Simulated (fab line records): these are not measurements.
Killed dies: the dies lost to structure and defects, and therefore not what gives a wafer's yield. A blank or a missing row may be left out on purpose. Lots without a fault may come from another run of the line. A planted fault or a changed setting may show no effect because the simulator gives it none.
One fault through the eyes of 2 desks / flow sfqLine / each desk has only its own numbers; what lay behind them comes last

== DESK OF THE TOOL OWNER: pvdSputter-05 ==
The tool's own readings at SFQ_TRILAYER_JJ_TRILAYER_DEP_SPUTTER_109 (material Nb, target thk 150 nm, time 100 s): means of the sampled wafers that have a number, for each lot that ran on this tool. Marked OUT: a lot whose mean sits more than 4 standard deviations from the usual mean, which makes it out of limits; the brackets give that distance.
Columns: A = substrateTempC at SFQ_TRILAYER_JJ_TRILAYER_DEP_SPUTTER_109, usual 19.99 C; B = throttleValvePct at SFQ_TRILAYER_JJ_TRILAYER_DEP_SPUTTER_109, usual 29.4 %
lot=L828; first seen here=day 47 08:52; A=20.01; B=29.5
lot=L830; first seen here=day 47 16:04; A=19.88; B=29.3
lot=L833; first seen here=day 48 05:24; A=19.91; B=29.3
lot=L836; first seen here=day 48 21:47; A=19.94; B=29.3
lot=L837; first seen here=day 49 04:59; A=20.01; B=29.0
lot=L848; first seen here=day 51 17:38; A=19.97; B=29.3
lot=L850; first seen here=day 53 21:52; A=20.01; B=29.2
This desk's verdict: no lot among the 7 shows anything out of limits.

== THE METROLOGY DESK ==
Lot by lot, what the gauges showed, no matter which tool ran the lot: averages of those sampled wafers that carry a number. Marked OUT: a lot whose mean sits more than 4 standard deviations from the usual mean, which makes it out of limits; the brackets give that distance.
Columns: A = M4_OVL at SFQ_M4_OVL_MEAS_926, usual -4 nm; B = I4_BOW at SFQ_I4_BOW_MEAS_927, usual 0 um
lot=L828; first seen here=day 41 01:16; A=-7; B=-11
lot=L829; first seen here=day 41 06:09; A=-3; B=2
lot=L830; first seen here=day 41 09:09; A=-10; B=-8
lot=L833; first seen here=day 41 18:44; A=-0; B=2
lot=L835; first seen here=day 41 23:28; A=-8; B=-5
lot=L836; first seen here=day 42 09:05; A=2; B=-4
lot=L837; first seen here=day 42 15:04; A=-2; B=10
lot=L839; first seen here=day 45 11:22; A=-10; B=2
lot=L842; first seen here=day 45 17:22; A=-3; B=5
lot=L845; first seen here=day 45 20:58; A=-1; B=-10
lot=L846; first seen here=day 45 22:10; A=-5; B=-7
lot=L848; first seen here=day 51 07:59; A=5; B=14
lot=L849; first seen here=day 51 10:26; A=-5; B=7
lot=L850; first seen here=day 52 20:53; A=1; B=-3
This desk's verdict: no lot among the 14 shows anything out of limits.

== PUT TOGETHER ==
The tool owner's desk saw nothing out of limits.
At the metrology desk, nothing out of limits was observed.

== WHAT THE SIMULATOR HAD INSERTED ==
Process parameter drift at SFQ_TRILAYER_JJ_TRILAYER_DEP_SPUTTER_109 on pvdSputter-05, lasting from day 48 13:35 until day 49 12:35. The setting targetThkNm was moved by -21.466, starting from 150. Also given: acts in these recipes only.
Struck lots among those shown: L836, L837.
